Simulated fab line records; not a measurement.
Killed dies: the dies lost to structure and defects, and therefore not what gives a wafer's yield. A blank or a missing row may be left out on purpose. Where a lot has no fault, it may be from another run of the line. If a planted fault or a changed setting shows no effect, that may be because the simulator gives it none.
Split-lot study ; flow gf180mcu ; 5 lots, 27 wafers read, on a route of 602 steps

ABOUT THE SPLIT
At GF_V3_SPUTTER_21 (material Ti, target thk 15 nm, time 80.02 s), the setting time_s was moved away from the recipe's 80.02 s on 9 of the 27 wafers read, by -48.0% to +16.4%. All remaining wafers had this setting at the recipe value.

The reading comes from the split's own step.

THE READING
Ti_of_V3_SPUTTER_21.thk_nm (the simulator's own value, which no gauge read), in nm, at GF_V3_SPUTTER_21 (material Ti, target thk 15 nm, time 80.02 s). There is no usual value for it anywhere in the file. Across the 18 wafers here that went through the recipe, the average is 14.829 nm and the standard deviation 0.13 nm.

wafer;tool, chamber at the split;time_s as run, s;against the recipe;Ti_of_V3_SPUTTER_21.thk_nm, nm;against lot-mates on the recipe
L077.1;pvd_sputter-02, -;80.02;recipe;14.92;-
L077.2;pvd_sputter-02, -;43.74;-45.3%;8.002;-6.981
L077.3;pvd_sputter-02, -;80.02;recipe;14.99;-
L077.4;pvd_sputter-02, -;43.74;-45.3%;8.303;-6.680
L077.5;pvd_sputter-02, -;80.02;recipe;15.04;-
L077.6;pvd_sputter-02, -;43.74;-45.3%;8.258;-6.725
L079.3;pvd_sputter-03, -;80.02;recipe;14.86;-
L079.4;pvd_sputter-03, -;80.02;recipe;14.6;-
L079.6;pvd_sputter-03, -;80.02;recipe;14.61;-
L083.1;pvd_sputter-02, -;80.02;recipe;14.8;-
L083.2;pvd_sputter-02, -;80.02;recipe;14.78;-
L083.6;pvd_sputter-02, -;80.02;recipe;14.78;-
L083.3;pvd_sputter-02, -;80.02;recipe;14.86;-
L083.4;pvd_sputter-02, -;80.02;recipe;14.67;-
L083.5;pvd_sputter-02, -;80.02;recipe;14.79;-
L084.1;pvd_sputter-03, -;80.02;recipe;14.76;-
L084.2;pvd_sputter-03, -;41.65;-48.0%;7.838;-6.952
L084.3;pvd_sputter-03, -;41.65;-48.0%;7.735;-7.055
L084.4;pvd_sputter-03, -;41.65;-48.0%;7.856;-6.934
L084.5;pvd_sputter-03, -;80.02;recipe;14.78;-
L084.6;pvd_sputter-03, -;80.02;recipe;14.83;-
L085.1;pvd_sputter-02, -;80.02;recipe;15.1;-
L085.2;pvd_sputter-02, -;93.15;+16.4%;17.38;+2.430
L085.3;pvd_sputter-02, -;93.15;+16.4%;17.53;+2.580
L085.4;pvd_sputter-02, -;80.02;recipe;14.85;-
L085.5;pvd_sputter-02, -;80.02;recipe;14.9;-
L085.6;pvd_sputter-02, -;93.15;+16.4%;17.25;+2.300

THE FIT
A straight line over all 27 wafers: Ti_of_V3_SPUTTER_21.thk_nm changes by +0.147 nm for each +1% of time_s; r = +1.00; the points scatter about the line by 0.13 nm.
The same after taking each lot's own level away (the mean of its wafers on the recipe; 27 wafers): +0.148 nm for each +1%; r = +1.00; scatter 0.1 nm.
The reading moves by 7.1 nm for the largest change in time_s, on that fit.
Measured against the standard deviation above, the lots' own levels, which go from 14.6900 to 14.9833 nm, span 2.3 times it.
The two slopes are in agreement: the lot-to-lot level therefore moves the slope only a little.
Check: for one of the wafers moved furthest among these (-48.0%), held out of the fit, the line's prediction against its lot-mates is -7.11 nm. It came out at -6.95 nm against them.

THE OTHER SPLITS THESE WAFERS WENT THROUGH
Before the reading, these wafers also passed through other splits. Each is held against what the fit with the lots' levels taken away leaves over:
other split on the same wafers;wafers away from the commonest value;r with Ti_of_V3_SPUTTER_21.thk_nm (lot level and that fit taken away)
GF_STI_CVD_03 time_s;12;-0.13
GF_STI_WET_ETCH_17 time_s;18;-0.15
GF_DUAL_GATE_OXIDATION_15 ox_time_s;21;-0.23
GF_NSD_DEVELOP_06 develop_time_s;9;-0.06
GF_M2_SPUTTER_04 time_s;6;-0.05
GF_V2_SPUTTER_21 time_s;6;-0.22
GF_V3_CVD_02 time_s;9;+0.16

FILE'S OWN FIT
Ti_of_V3_SPUTTER_21.thk_nm changes by +0.148 nm for each +1% of time_s, r = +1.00.
